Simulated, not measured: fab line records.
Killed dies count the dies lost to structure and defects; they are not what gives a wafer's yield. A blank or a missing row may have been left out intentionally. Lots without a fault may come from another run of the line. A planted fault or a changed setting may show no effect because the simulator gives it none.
fab line records + flow sky130
[record]
- lots = 6
- wafers = 18
- lastDay = 50
route steps=708 shown NWELL@82 PWDE@84 VT_ADJUST_HVTP@85 PAD_OPEN@708
lots that met no fault: from a run of the same line without faults
startH: hours from the record's opening day to when the first of the lot's shown wafers began + waitH: hours elapsed since this lot's preceding step + " as in the row above + L1.1+2: a row that stands for several wafers + - no value, or no start given + * or withheld: withheld + < > ~ a bound
route shown NAME@n: names a module that has steps shown in the file, with the first one's number in the route + usual: the fault-free wafers' mean and standard deviation + same: alike in all rows + chamber/n: place in a boat + sites: per-site readings + _std_site: the standard deviation of these + _edge_site: the outer-site mean with the inner-site mean subtracted + radiusMm: for every site, how far away it sits from the centre of the wafer + mask NAME#n: copy n + behind: the last tool/chamber to shape the wafer + hold: why the lot was held/for how many hours/how that ended + device: the n, p or np transistor that did not switch + end of line: the tests these same wafers got at the end of their route + a step with no rows: only its recipe + killed: at the first sort, the dies lost to defects and structure; wafer yield is something else + map: the dies of a wafer, with x for killed, . for not killed, _ for no die there
set.NAME: the setting that was run; set.NAME@STEP: the one run at that earlier step + model.NAME: the simulator's own value behind a step, which no gauge read
a table for each step, a row for each wafer; lots at some steps of the route
services: a tool's chamber out of use, with start hour (startH, from the record's first day; less than 0 if before it), hours out, and reason
[[steps]]
[step SKY_NWELL_RS_MEAS_29]
[recipe]
- thkMeasGauge = four-point-probe
[usual]
- NWELL_RS = 625.1/1.4
| lot.wafer | tool         | chamber | startH | waitH | NWELL_RS[ohm/sq] |
|-----------|--------------|---------|--------|-------|------------------|
| L625.2    | filmMetro-03 | -       | 106.95 | 0.1   | 623.9            |
| L625.4    | "            | -       | "      | "     | 625.2            |
| L625.5    | "            | -       | "      | "     | 623.3            |
| L627.2    | filmMetro-03 | -       | 128.42 | 0.1   | 627.0            |
| L627.3    | "            | -       | "      | "     | 627.1            |
| L627.5    | "            | -       | "      | "     | 627.1            |
| L635.2    | filmMetro-02 | -       | 165.91 | 0.1   | 626.1            |
| L635.3    | "            | -       | "      | "     | 625.9            |
| L635.4    | "            | -       | "      | "     | 627.1            |
| L636.4    | filmMetro-03 | -       | 170.32 | 0.1   | 626.2            |
| L636.5    | "            | -       | "      | "     | 627.3            |
| L636.6    | "            | -       | "      | "     | 627.0            |
| L644.1    | filmMetro-03 | -       | 223.36 | 0.1   | 622.2            |
| L644.2    | "            | -       | "      | "     | 623.0            |
| L644.6    | "            | -       | "      | "     | 623.4            |
| L646.1    | filmMetro-03 | -       | 231.41 | 0.1   | 624.0            |
| L646.4    | "            | -       | "      | "     | 623.6            |
| L646.5    | "            | -       | "      | "     | 624.6            |
[step SKY_NWELL_RS_MEAS_31]
[recipe]
- thkMeasGauge = four-point-probe
[usual]
- PWDE_RS = 5272/16
| lot.wafer | tool         | chamber | startH | waitH | PWDE_RS[ohm/sq] |
|-----------|--------------|---------|--------|-------|-----------------|
| L625.2    | filmMetro-03 | -       | 107.19 | 0.1   | 5299            |
| L625.4    | "            | -       | "      | "     | 5263            |
| L625.5    | "            | -       | "      | "     | 5279            |
| L627.2    | filmMetro-03 | -       | 128.66 | 0.1   | 5281            |
| L627.3    | "            | -       | "      | "     | 5283            |
| L627.5    | "            | -       | "      | "     | 5261            |
| L635.2    | filmMetro-02 | -       | 166.15 | 0.1   | 5288            |
| L635.3    | "            | -       | "      | "     | 5296            |
| L635.4    | "            | -       | "      | "     | 5279            |
| L636.4    | filmMetro-03 | -       | 170.56 | 0.1   | 5291            |
| L636.5    | "            | -       | "      | "     | 5279            |
| L636.6    | "            | -       | "      | "     | 5278            |
| L644.1    | filmMetro-03 | -       | 223.60 | 0.1   | 5249            |
| L644.2    | "            | -       | "      | "     | 5269            |
| L644.6    | "            | -       | "      | "     | 5263            |
| L646.1    | filmMetro-03 | -       | 231.65 | 0.1   | 5277            |
| L646.4    | "            | -       | "      | "     | 5310            |
| L646.5    | "            | -       | "      | "     | 5301            |
[step SKY_VT_ADJUST_HVTP_DEHYDRATE_00]
[recipe]
- tempC = 200
- timeS = 60
[step SKY_VT_ADJUST_HVTP_HMDS_01]
[recipe]
- primeTimeS = 60
- primeTempC = 120
[step SKY_VT_ADJUST_HVTP_COAT_02]
[recipe]
- resist = NOVOLAK
- spinRpm = 3000
- resistThkNm = 1140
[step SKY_VT_ADJUST_HVTP_SOFTBAKE_03]
[recipe]
- tempC = 90
- timeS = 60
- resist = NOVOLAK
[step SKY_VT_ADJUST_HVTP_EXPOSE_04]
[recipe]
- maskId = HVTPM
- na = 0.6
- sourceShape = conventional
- sigmaOuter = 0.6
- polarization = unpolarized
- targetCdNm = 380
- doseMj = 140
[step SKY_VT_ADJUST_HVTP_PEB_05]
[recipe]
- tempC = withheld
- timeS = *
- resist = NOVOLAK
[step SKY_VT_ADJUST_HVTP_DEVELOP_06]
[recipe]
- resist = NOVOLAK
- developer = TMAH
- developTimeS = 60
- devTempC = 23
[step SKY_VT_ADJUST_HVTP_CD_MEAS_07]
[recipe]
- targetCdNm = 380
[usual]
- cdNm = 379.9/2.6
| lot.wafer | tool     | chamber | startH | waitH | cdNm  |
|-----------|----------|---------|--------|-------|-------|
| L625.2    | cdSem-01 | -       | 125.11 | 0.1   | 378.6 |
| L625.4    | "        | -       | "      | "     | 379.5 |
| L625.5    | "        | -       | "      | "     | 377.3 |
| L627.2    | cdSem-02 | -       | 147.28 | 0.1   | 378.3 |
| L627.3    | "        | -       | "      | "     | 376.5 |
| L627.5    | "        | -       | "      | "     | 376.8 |
| L635.2    | cdSem-02 | -       | 186.86 | 0.1   | 376.3 |
| L635.3    | "        | -       | "      | "     | 378.6 |
| L635.4    | "        | -       | "      | "     | 377.6 |
| L636.4    | cdSem-01 | -       | 191.20 | 0.1   | 384.7 |
| L636.5    | "        | -       | "      | "     | 385.8 |
| L636.6    | "        | -       | "      | "     | 383.0 |
| L644.1    | cdSem-01 | -       | 246.99 | 0.1   | 380.4 |
| L644.2    | "        | -       | "      | "     | 382.1 |
| L644.6    | "        | -       | "      | "     | 382.0 |
| L646.1    | cdSem-02 | -       | 254.91 | 0.1   | 377.0 |
| L646.4    | "        | -       | "      | "     | 382.3 |
| L646.5    | "        | -       | "      | "     | 379.5 |
[step SKY_VT_ADJUST_HVTP_OVL_MEAS_08]
[usual]
- VT_ADJUST_HVTP_OVL = 0.9/1.3
| lot.wafer | tool       | chamber | startH | waitH | VT_ADJUST_HVTP_OVL[nm] |
|-----------|------------|---------|--------|-------|------------------------|
| L625.2    | overlay-01 | -       | 125.21 | 0.1   | 1.6                    |
| L625.4    | "          | -       | "      | "     | 2.5                    |
| L625.5    | "          | -       | "      | "     | 0.1                    |
| L627.2    | overlay-01 | -       | 147.39 | 0.1   | 0.2                    |
| L627.3    | "          | -       | "      | "     | 2.1                    |
| L627.5    | "          | -       | "      | "     | 1.4                    |
| L635.2    | overlay-02 | -       | 186.96 | 0.1   | 0.3                    |
| L635.3    | "          | -       | "      | "     | 0.9                    |
| L635.4    | "          | -       | "      | "     | 0.8                    |
| L636.4    | overlay-02 | -       | 191.27 | 0.1   | 1.3                    |
| L636.5    | "          | -       | "      | "     | 1.5                    |
| L636.6    | "          | -       | "      | "     | 1.2                    |
| L644.1    | overlay-01 | -       | 247.11 | 0.1   | 0.8                    |
| L644.2    | "          | -       | "      | "     | 0.3                    |
| L644.6    | "          | -       | "      | "     | 3.0                    |
| L646.1    | overlay-01 | -       | 255.03 | 0.1   | 0.9                    |
| L646.4    | "          | -       | "      | "     | -1.3                   |
| L646.5    | "          | -       | "      | "     | -0.6                   |
[step SKY_VT_ADJUST_HVTP_IMPLANT_09]
[recipe]
- species = As
- energyKev = 150
- doseCm2 = 4.3e+12
- tiltDeg = withheld
[usual]
- doseIonsCm2 = 4.301e+12/4.9e+09
- faradayCurrentUA = 24.2/0.54
[same]
- implantIonAmu = 75
| lot.wafer | tool         | chamber | startH | waitH | doseIonsCm2 | faradayCurrentUA |
|-----------|--------------|---------|--------|-------|-------------|------------------|
| L625.2    | implanter-04 | 0       | 125.27 | 0.0   | 4.305e+12   | 24.8             |
| L625.4    | "            | 0       | "      | "     | 4.308e+12   | 24.3             |
| L625.5    | "            | 0       | "      | "     | 4.303e+12   | 24.8             |
| L627.2    | implanter-03 | 0       | 147.44 | 0.0   | 4.298e+12   | 24.0             |
| L627.3    | "            | 0       | "      | "     | 4.295e+12   | 24.6             |
| L627.5    | "            | 0       | "      | "     | 4.308e+12   | 24.0             |
| L635.2    | implanter-04 | 0       | 187.02 | 0.0   | 4.986e+12   | 27.6             |
| L635.3    | "            | 0       | "      | "     | 4.986e+12   | 28.2             |
| L635.4    | "            | 0       | "      | "     | 4.984e+12   | 29.0             |
| L636.4    | implanter-04 | 0       | 191.37 | 0.1   | 4.984e+12   | 28.3             |
| L636.5    | "            | 0       | "      | "     | 4.986e+12   | 28.9             |
| L636.6    | "            | 0       | "      | "     | 4.987e+12   | 27.9             |
| L644.1    | implanter-02 | 0       | 247.14 | 0.0   | 4.301e+12   | 24.5             |
| L644.2    | "            | 0       | "      | "     | 4.304e+12   | 24.5             |
| L644.6    | "            | 0       | "      | "     | 4.307e+12   | 24.8             |
| L646.1    | implanter-03 | 0       | 255.07 | 0.0   | 4.309e+12   | 24.4             |
| L646.4    | "            | 0       | "      | "     | 4.298e+12   | 23.9             |
| L646.5    | "            | 0       | "      | "     | 4.296e+12   | 23.8             |
[step SKY_VT_ADJUST_HVTP_STRIP_10]
[recipe]
- chemistry = O2/N2
- powerW = 1400
- pressureMtorr = 1500
- platenTempC = withheld
- o2FlowSccm = 3000
- n2FlowSccm = 300
- overashFraction = 0.5
[usual]
- chamberPressureMTorr = 1500.1/1.5
- drypumpMotorCurrentA = 6.2/0.38
- oesProductAu = 0.716/0.0043
- stripTimeToEndpointS = 14.19/0.044
| lot.wafer | tool           | chamber | startH | waitH | chamberPressureMTorr | drypumpMotorCurrentA | oesProductAu | rfHoursCounterH | stripTimeToEndpointS |
|-----------|----------------|---------|--------|-------|----------------------|----------------------|--------------|-----------------|----------------------|
| L625.2    | plasmaAsher-01 | 0       | 125.39 | 0.1   | 1500.6               | 6.7                  | 0.711        | 43              | 14.19                |
| L625.4    | "              | 1       | "      | "     | 1501.8               | 6.4                  | 0.711        | -               | 14.10                |
| L625.5    | "              | 1       | "      | "     | 1502.7               | 6.4                  | 0.710        | -               | 14.18                |
| L627.2    | plasmaAsher-03 | 1       | 147.57 | 0.1   | 1497.6               | 6.4                  | 0.721        | 44              | 14.20                |
| L627.3    | "              | 1       | "      | "     | 1499.3               | 6.4                  | 0.719        | -               | 14.21                |
| L627.5    | "              | 1       | "      | "     | 1496.6               | 6.4                  | 0.716        | -               | 14.24                |
| L635.2    | plasmaAsher-01 | 0       | 187.14 | 0.1   | 1497.5               | 6.7                  | 0.723        | 50              | 14.25                |
| L635.3    | "              | 1       | "      | "     | 1501.0               | 6.3                  | 0.713        | -               | 14.24                |
| L635.4    | "              | 0       | "      | "     | 1499.7               | 6.7                  | 0.715        | -               | 14.26                |
| L636.4    | plasmaAsher-03 | 0       | 191.48 | 0.1   | 1499.0               | 5.6                  | 0.726        | -               | 14.21                |
| L636.5    | "              | 1       | "      | "     | 1502.8               | 6.4                  | 0.711        | -               | 14.21                |
| L636.6    | "              | 0       | "      | "     | 1501.3               | 5.6                  | 0.719        | -               | 14.20                |
| L644.1    | plasmaAsher-04 | 1       | 247.29 | 0.1   | 1500.1               | 5.8                  | 0.718        | 44              | 14.25                |
| L644.2    | "              | 0       | "      | "     | 1500.1               | 6.4                  | 0.714        | 44              | 14.23                |
| L644.6    | "              | 1       | "      | "     | 1501.4               | 5.8                  | 0.707        | -               | 14.25                |
| L646.1    | plasmaAsher-01 | 0       | 255.22 | 0.1   | 1498.0               | 6.7                  | 0.715        | 57              | 14.19                |
| L646.4    | "              | 1       | "      | "     | 1500.0               | 6.4                  | 0.708        | -               | 14.14                |
| L646.5    | "              | 0       | "      | "     | 1502.5               | 6.7                  | 0.723        | -               | 14.13                |
[step SKY_VT_ADJUST_HVTP_TW_MEAS_11]
[usual]
- VT_ADJUST_HVTP_TW = 1360/7.6
| lot.wafer | tool         | chamber | startH | waitH | hold                    | VT_ADJUST_HVTP_TW |
|-----------|--------------|---------|--------|-------|-------------------------|-------------------|
| L625.2    | filmMetro-04 | -       | 125.50 | 0.1   | -                       | 1374              |
| L625.4    | "            | -       | "      | "     | -                       | 1372              |
| L625.5    | "            | -       | "      | "     | -                       | 1372              |
| L627.2    | filmMetro-01 | -       | 147.68 | 0.1   | -                       | 1369              |
| L627.3    | "            | -       | "      | "     | -                       | 1360              |
| L627.5    | "            | -       | "      | "     | -                       | 1360              |
| L635.2    | filmMetro-02 | -       | 187.25 | 0.1   | awaitDispo/0.2h/release | 1421              |
| L635.3    | "            | -       | "      | "     | awaitDispo/0.2h/release | 1419              |
| L635.4    | "            | -       | "      | "     | awaitDispo/0.2h/release | 1427              |
| L635.2    | filmMetro-02 | -       | 187.48 | 0.2   | -                       | 1424              |
| L635.3    | "            | -       | "      | "     | -                       | 1428              |
| L635.4    | "            | -       | "      | "     | -                       | 1426              |
| L636.4    | filmMetro-01 | -       | 191.57 | 0.1   | awaitDispo/0.2h/release | 1418              |
| L636.5    | "            | -       | "      | "     | awaitDispo/0.2h/release | 1425              |
| L636.6    | "            | -       | "      | "     | awaitDispo/0.2h/release | 1412              |
| L636.4    | filmMetro-01 | -       | 191.90 | 0.3   | -                       | 1424              |
| L636.5    | "            | -       | "      | "     | -                       | 1424              |
| L636.6    | "            | -       | "      | "     | -                       | 1414              |
| L644.1    | filmMetro-02 | -       | 247.39 | 0.1   | -                       | 1355              |
| L644.2    | "            | -       | "      | "     | -                       | 1364              |
| L644.6    | "            | -       | "      | "     | -                       | 1366              |
| L646.1    | filmMetro-02 | -       | 255.32 | 0.1   | -                       | 1365              |
| L646.4    | "            | -       | "      | "     | -                       | 1364              |
| L646.5    | "            | -       | "      | "     | -                       | 1359              |
[step SKY_PAD_OPEN_PROBE_99]
[usual]
- killed_at_M0_to_M3 = 44/6.8
- killed_at_M4_up = 2.9/1.7
- killedAtContacts = 24/5.2
- killedAtFrontEnd = 15/4
- killedAtOther = 0.2/0.44
- killedDies = 86/9.9
- killedOpen = 47/7.9
- killedShort = 39/6.3
[same]
- grossDies = 492
- killedAtBackSide = 0
| lot.wafer | tool      | chamber | startH  | waitH | killed_at_M0_to_M3 | killed_at_M4_up | killedAtContacts | killedAtFrontEnd | killedAtOther | killedDies | killedOpen | killedShort | model.etest.tipP.rsOhmSq | model.etest.pfet_01v8.rOnOhmUm | model.etest.pfet_01v8.driveUaUm | model.etest.pfet_01v8_mvt.driveUaUm | model.etest.pfet_01v8_hvt.driveUaUm | model.etest.sramPfetLatch.driveUaUm | model.etest.pfet_01v8_mvt.offLog10AUm | model.etest.pfet_01v8.offLog10AUm |
|-----------|-----------|---------|---------|-------|--------------------|-----------------|------------------|------------------|---------------|------------|------------|-------------|--------------------------|--------------------------------|---------------------------------|-------------------------------------|-------------------------------------|-------------------------------------|---------------------------------------|-----------------------------------|
| L625.2    | prober-01 | -       | 1082.53 | 0.1   | 41                 | 1               | 18               | 19               | 0             | 79         | 41         | 36          | 6940                     | 2832                           | 195.7                           | 152.5                               | 144.9                               | 141.8                               | -10.68                                | -9.587                            |
| L625.4    | prober-01 | -       | 1082.63 | 0.2   | 45                 | 2               | 25               | 22               | 0             | 94         | 52         | 34          | 6857                     | 2748                           | 204.6                           | 156.9                               | 152.3                               | 153.3                               | -10.47                                | -9.038                            |
| L625.5    | prober-01 | -       | 1082.68 | 0.2   | 53                 | 3               | 23               | 18               | 0             | 97         | 49         | 48          | 6912                     | 2760                           | 204.6                           | 156.4                               | 150.9                               | 147.3                               | -10.36                                | -8.982                            |
| L627.2    | prober-01 | -       | 1097.60 | 0.1   | 41                 | 4               | 25               | 13               | 1             | 84         | 50         | 34          | 6886                     | 2812                           | 200.4                           | 152.6                               | 149.6                               | 154.9                               | -10.46                                | -9.093                            |
| L627.3    | prober-01 | -       | 1097.65 | 0.2   | 36                 | 2               | 15               | 13               | 0             | 66         | 30         | 36          | 6896                     | 2847                           | 196.6                           | 151.9                               | 145.7                               | 147.8                               | -10.49                                | -9.421                            |
| L627.5    | prober-01 | -       | 1097.75 | 0.2   | 45                 | 4               | 23               | 21               | 0             | 93         | 53         | 40          | 6903                     | 2916                           | 192.9                           | 150.6                               | 142.8                               | 138.7                               | -10.64                                | -9.638                            |
| L635.2    | prober-01 | -       | 1140.74 | 0.1   | 47                 | 5               | 23               | 8                | 0             | 83         | 32         | 51          | 7230                     | 2972                           | 181.6                           | 138.1                               | 137.3                               | 136.7                               | -12.06                                | -10.81                            |
| L635.3    | prober-01 | -       | 1140.79 | 0.2   | 44                 | 2               | 31               | 11               | 0             | 88         | 46         | 42          | 7218                     | 3131                           | 170.5                           | 133.5                               | 126.9                               | 130.8                               | -12.13                                | -11.45                            |
| L635.4    | prober-01 | -       | 1140.84 | 0.2   | 53                 | 5               | 29               | 17               | 0             | 104        | 65         | 39          | 7282                     | 2972                           | 181.1                           | 137.3                               | 136.8                               | 135.2                               | -12.11                                | -11.1                             |
| L636.4    | prober-02 | -       | 1143.99 | 0.2   | 55                 | 3               | 33               | 15               | 0             | 106        | 58         | 47          | 7238                     | 2948                           | 184.2                           | 140.3                               | 138.9                               | 137.7                               | -11.55                                | -10.57                            |
| L636.5    | prober-02 | -       | 1144.04 | 0.2   | 45                 | 4               | 35               | 18               | 0             | 102        | 57         | 45          | 7151                     | 2998                           | 179.1                           | 137.9                               | 135.4                               | 133.2                               | -11.81                                | -10.53                            |
| L636.6    | prober-02 | -       | 1144.09 | 0.2   | 43                 | 4               | 29               | 11               | 0             | 87         | 54         | 32          | 7182                     | 3071                           | 174.7                           | 135.1                               | 130.4                               | 129.4                               | -11.83                                | -10.88                            |
| L644.1    | prober-02 | -       | 1186.33 | 0.1   | 45                 | 3               | 31               | 14               | 0             | 93         | 53         | 40          | 6822                     | 2870                           | 195.7                           | 153.7                               | 146.9                               | 150.2                               | -10.72                                | -9.651                            |
| L644.2    | prober-02 | -       | 1186.38 | 0.1   | 42                 | 6               | 14               | 11               | 0             | 73         | 39         | 33          | 6883                     | 2988                           | 187.1                           | 147.1                               | 138.5                               | 138.4                               | -10.95                                | -10.12                            |
| L644.6    | prober-02 | -       | 1186.58 | 0.2   | 45                 | 1               | 17               | 12               | 1             | 76         | 34         | 42          | 6886                     | 2924                           | 190.9                           | 150.2                               | 140.7                               | 138.3                               | -10.68                                | -9.775                            |
| L646.1    | prober-02 | -       | 1192.84 | 0.1   | 37                 | 4               | 33               | 18               | 0             | 92         | 54         | 38          | 6791                     | 2931                           | 191.6                           | 151.6                               | 143.2                               | 142.5                               | -10.67                                | -9.748                            |
| L646.4    | prober-02 | -       | 1192.99 | 0.2   | 49                 | 1               | 18               | 19               | 0             | 87         | 47         | 40          | 6846                     | 2869                           | 194.3                           | 155.1                               | 144.8                               | 146.9                               | -10.44                                | -9.79                             |
| L646.5    | prober-02 | -       | 1193.04 | 0.2   | 40                 | 3               | 23               | 14               | 0             | 80         | 42         | 38          | 6801                     | 2935                           | 190.9                           | 151.3                               | 141.9                               | 144.7                               | -10.71                                | -9.727                            |
// killed by level:class
L625.2 VIA1:geometricParticle:open=10 VIA1:geometricParticle:short=7 LI_CONTACT:geometricParticle:open=6 CONTACT:geometricParticle:open=6 VIA3:geometricParticle:open=6 METAL1:geometricParticle:short=5 VIA2:geometricParticle:open=5 FIELD_ISO:geometricParticle:open=4
L625.4 VIA1:geometricParticle:open=14 CONTACT:geometricParticle:open=10 CONTACT:geometricParticle:short=6 VIA1:geometricParticle:short=6 LI_CONTACT:geometricParticle:open=5 METAL2:geometricParticle:open=5 SD_N:coatMicrobubblePrinted=5 FIELD_ISO:geometricParticle:open=4
L625.5 VIA1:geometricParticle:open=12 METAL1:geometricParticle:short=8 LI_CONTACT:geometricParticle:open=7 METAL2:geometricParticle:short=7 CONTACT:geometricParticle:open=6 VIA3:geometricParticle:open=6 CONTACT:geometricParticle:short=5 FIELD_ISO:geometricParticle:open=4
L627.2 CONTACT:geometricParticle:open=14 VIA3:geometricParticle:open=11 VIA2:geometricParticle:open=7 METAL1:geometricParticle:short=7 METAL2:geometricParticle:short=7 LOCAL_INTERCONNECT:geometricParticle:short=5 FIELD_ISO:geometricParticle:open=4 FIELD_ISO:geometricParticle:short=3
L627.3 VIA1:geometricParticle:open=6 VIA3:geometricParticle:open=6 CONTACT:geometricParticle:open=5 VIA3:geometricParticle:short=5 FIELD_ISO:geometricParticle:short=4 LI_CONTACT:geometricParticle:short=4 METAL1:geometricParticle:short=4 METAL2:geometricParticle:short=4
L627.5 CONTACT:geometricParticle:open=9 VIA3:geometricParticle:open=9 LI_CONTACT:geometricParticle:open=8 METAL2:geometricParticle:short=8 VIA1:geometricParticle:open=6 VIA2:geometricParticle:open=6 FIELD_ISO:geometricParticle:open=5 FIELD_ISO:geometricParticle:short=4
L635.2 CONTACT:geometricParticle:short=11 METAL2:geometricParticle:short=10 VIA1:geometricParticle:open=6 VIA3:geometricParticle:open=6 LI_CONTACT:geometricParticle:open=5 VIA2:geometricParticle:open=5 METAL3:geometricParticle:short=5 METAL4:geometricParticle:short=5
L635.3 CONTACT:geometricParticle:open=13 VIA1:geometricParticle:open=12 CONTACT:geometricParticle:short=8 VIA3:geometricParticle:open=6 METAL2:geometricParticle:short=6 LI_CONTACT:geometricParticle:open=5 FIELD_ISO:geometricParticle:open=4 LOCAL_INTERCONNECT:geometricParticle:short=4
L635.4 CONTACT:geometricParticle:open=13 VIA3:geometricParticle:open=12 VIA1:geometricParticle:open=10 LI_CONTACT:geometricParticle:open=8 VIA2:geometricParticle:open=8 METAL2:geometricParticle:short=6 FIELD_ISO:geometricParticle:short=4 FIELD_ISO:geometricParticle:open=4
L636.4 CONTACT:geometricParticle:open=13 METAL1:geometricParticle:short=10 VIA2:geometricParticle:open=9 VIA3:geometricParticle:open=9 VIA1:geometricParticle:open=8 LI_CONTACT:geometricParticle:open=6 LOCAL_INTERCONNECT:geometricParticle:short=6 METAL2:geometricParticle:short=5
L636.5 CONTACT:geometricParticle:open=14 VIA3:geometricParticle:open=9 VIA2:geometricParticle:open=8 LOCAL_INTERCONNECT:geometricParticle:short=7 METAL2:geometricParticle:short=7 LI_CONTACT:geometricParticle:open=6 METAL1:geometricParticle:short=6 POLY_GATE:geometricParticle:short=5
L636.6 LI_CONTACT:geometricParticle:open=11 CONTACT:geometricParticle:open=9 VIA1:geometricParticle:open=9 VIA3:geometricParticle:open=8 VIA2:geometricParticle:open=7 POLY_GATE:geometricParticle:open=4 METAL1:geometricParticle:short=4 VIA1:geometricParticle:short=4
L644.1 VIA1:geometricParticle:open=11 LI_CONTACT:geometricParticle:open=10 CONTACT:geometricParticle:open=10 LOCAL_INTERCONNECT:geometricParticle:short=8 VIA3:geometricParticle:open=7 VIA3:geometricParticle:short=6 VIA2:geometricParticle:open=5 VIA1:geometricParticle:short=5
L644.2 VIA1:geometricParticle:open=12 METAL1:geometricParticle:short=7 CONTACT:geometricParticle:open=6 VIA1:geometricParticle:short=6 VIA2:geometricParticle:open=5 VIA3:geometricParticle:open=4 METAL2:geometricParticle:short=4 CONTACT:geometricParticle:short=3
L644.6 METAL1:geometricParticle:short=9 VIA1:geometricParticle:open=8 VIA1:geometricParticle:short=7 VIA2:geometricParticle:open=5 FIELD_ISO:geometricParticle:short=4 LOCAL_INTERCONNECT:geometricParticle:short=4 CONTACT:geometricParticle:short=4 CONTACT:geometricParticle:open=4
L646.1 CONTACT:geometricParticle:open=12 VIA3:geometricParticle:open=9 VIA1:geometricParticle:open=8 VIA2:geometricParticle:open=7 LI_CONTACT:geometricParticle:open=7 FIELD_ISO:geometricParticle:short=6 FIELD_ISO:geometricParticle:open=6 CONTACT:geometricParticle:short=6
L646.4 VIA1:geometricParticle:open=11 VIA2:geometricParticle:open=9 METAL1:geometricParticle:short=8 CONTACT:geometricParticle:open=7 VIA3:geometricParticle:open=7 POLY_GATE:geometricParticle:short=6 FIELD_ISO:geometricParticle:open=4 FIELD_ISO:geometricParticle:short=4
L646.5 CONTACT:geometricParticle:open=12 VIA2:geometricParticle:open=8 METAL1:geometricParticle:short=7 VIA1:geometricParticle:open=6 CONTACT:geometricParticle:short=6 POLY_GATE:geometricParticle:short=5 VIA3:geometricParticle:open=5 POLY_GATE:geometricParticle:open=4
[[services]]
| tool           | chamber | startH | hours | kind   |
|----------------|---------|--------|-------|--------|
| implanter-04   | -       | 109.65 | 1.2   | repair |
| implanter-03   | -       | 112.71 | 1.0   | repair |
| implanter-04   | -       | 144.23 | 2.4   | repair |
| implanter-02   | -       | 144.27 | 5.5   | repair |
| plasmaAsher-04 | -       | 151.43 | 0.7   | repair |
| implanter-03   | -       | 184.67 | 3.1   | repair |
| plasmaAsher-01 | -       | 205.14 | 2.2   | repair |
| implanter-02   | -       | 254.39 | 2.6   | repair |
[[key]]
[firstSign]
- step = SKY_VT_ADJUST_HVTP_IMPLANT_09
- reading = doseIonsCm2
- direction = up
- sigmas = 99+
- usual = *
- struck = *
[effect]
- step = SKY_VT_ADJUST_HVTP_IMPLANT_09
- reading = faradayCurrentUA
- direction = up
- sigmas = 7.6
- usual = 24.2
- struck = 28.3
[effect]
- step = SKY_VT_ADJUST_HVTP_TW_MEAS_11
- reading = visit
- direction = added
[effect]
- step = SKY_VT_ADJUST_HVTP_TW_MEAS_11
- reading = VT_ADJUST_HVTP_TW
- direction = up
- sigmas = 7.9
- usual = 1360
- struck = 1420
[modelEffect]
- step = SKY_PAD_OPEN_PROBE_99
- value = etest.tipP.rsOhmSq
- without = 6823
- struck = 7217
metAt SKY_VT_ADJUST_HVTP_IMPLANT_09
struckWafers L635.2,L635.3,L635.4,L636.4,L636.5,L636.6
testerLeftOut L635,L636
onsetBetween 125.27 187.02
[fault]
- kind = processParameterDrift
- tool = implanter-04
- chamber = -
- onsetH = 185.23
- steps = SKY_VT_ADJUST_HVTP_IMPLANT_09
- channel = doseCm2
- offset = *
- shape = step
- endH = 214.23
- actsIn = *
- stated = *
// testerLeftOut: of these lots the tester's yield and bins aren't shown, on N5 and GAA mostly nor the transistor test; their killed dies are dies lost to structure and defects alone, not to doping, threshold or leakage, so they don't give the yield
